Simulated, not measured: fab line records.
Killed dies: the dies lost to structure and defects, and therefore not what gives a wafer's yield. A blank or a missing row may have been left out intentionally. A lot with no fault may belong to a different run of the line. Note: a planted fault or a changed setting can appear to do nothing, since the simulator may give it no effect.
Matching of chambers + flow sky130 + rieDiel-03 running SKY_VIA1_ETCH_14: 4 sister chambers
The step etches BARC in N2/H2, stops on SiO2, time 45.9 s, target depth 60 nm. 4 wafers are shown with their chamber, then 7 later ones without.

== WAFERS WITH THEIR CHAMBER ==
| wafer  | chamber | drypumpMotorCurrentA (A) |
|--------|---------|--------------------------|
| L082.6 | 0       | 5.3                      |
| L086.1 | 3       | 5.3                      |
| L091.4 | 1       | 6.2                      |
| L091.5 | 2       | 5.7                      |

== WAFERS WITHOUT THEIR CHAMBER ==
| wafer  | drypumpMotorCurrentA (A) |
|--------|--------------------------|
| L091.6 | 5.3                      |
| L094.1 | 5.8                      |
| L094.2 | 6.2                      |
| L094.5 | 6.2                      |
| L096.3 | 5.3                      |
| L096.4 | 5.3                      |
| L096.5 | 6.2                      |

== THE CHAMBER EACH PASSED THROUGH ==
| wafer  | from the rows above     | in truth |
|--------|-------------------------|----------|
| L091.6 | can't be placed: 0 or 3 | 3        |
| L094.1 | 2                       | 2        |
| L094.2 | 1                       | 1        |
| L094.5 | 1                       | 1        |
| L096.3 | can't be placed: 0 or 3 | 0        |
| L096.4 | can't be placed: 0 or 3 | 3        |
| L096.5 | 1                       | 1        |
4 of 7 placed correctly. Unplaceable from these rows: 3, with the true chamber sitting among the candidates in 3. Number placed wrongly: 0.
How it was worked out, from the rows above alone: a wafer's distance from a chamber is the root of the sum, over the readings, of the square of ((its reading less the chamber's mean) divided by the reading's scatter). The wafer belongs to the nearest chamber; if the next one is less than 2 further off, it can't be placed. Each chamber's mean is taken over the wafers shown for it. The scatter (one wafer shown for each chamber): square how far every hidden wafer sits from the nearest shown wafer, average those squares and take the square root.
